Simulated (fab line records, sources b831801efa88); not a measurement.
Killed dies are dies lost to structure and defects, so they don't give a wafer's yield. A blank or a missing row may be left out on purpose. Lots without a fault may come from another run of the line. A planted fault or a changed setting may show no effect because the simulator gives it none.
Chamber matching | flow sky130 | SKY_VIA1_CMP_24 on cmp-01: 4 sister chambers
The step polishes, stops on SiO2, t overpolish 15 s, target thk 0 nm. 8 wafers are shown with their chamber, then 7 later ones without.

WAFERS WITH THEIR CHAMBER
wafer  | chamber | time_to_endpoint_s (s) | motor_current_A (A)
L371.4 | 3       | 70                     | 10.8
L375.3 | 0       | 62                     | 10.8
L375.5 | 0       | 62                     | 12.2
L376.1 | 2       | 68                     | 11.2
L376.5 | 1       | 59                     | 10.4
L376.6 | 2       | 69                     | 11.2
L382.1 | 1       | 59                     | 10.2
L382.2 | 3       | 76                     | 10.6

WAFERS WITHOUT THEIR CHAMBER
wafer  | time_to_endpoint_s (s) | motor_current_A (A)
L382.4 | 75                     | 11.4
L386.1 | 61                     | 12.2
L386.4 | 69                     | 11.7
L386.5 | 62                     | 12.1
L391.1 | 69                     | 10.7
L391.2 | 67                     | 11.8
L391.3 | 56                     | 10.5

WHICH CHAMBER EACH WENT THROUGH
wafer  | from the rows above     | in truth
L382.4 | can't be placed: 3 or 2 | 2
L386.1 | 0                       | 0
L386.4 | can't be placed: 2 or 3 | 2
L386.5 | 0                       | 0
L391.1 | can't be placed: 2 or 3 | 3
L391.2 | can't be placed: 2 or 0 | 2
L391.3 | can't be placed: 1 or 0 | 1
Placed correctly: 2 of 7. Can't be placed from these rows: 5 (the true chamber is among the candidates in 5). Placed wrongly: 0.
How it was worked out, from the rows above alone: a wafer's distance from a chamber is the root of the sum, over the readings, of the square of ((its reading less the chamber's mean) divided by the reading's scatter). The wafer belongs to the nearest chamber; if the next one is less than 2 further off, it can't be placed. A chamber's mean is the mean of its shown wafers. The scatter: the root of (the sum of the squares of (reading less its chamber's mean) over the shown wafers, divided by (wafers less chambers)).
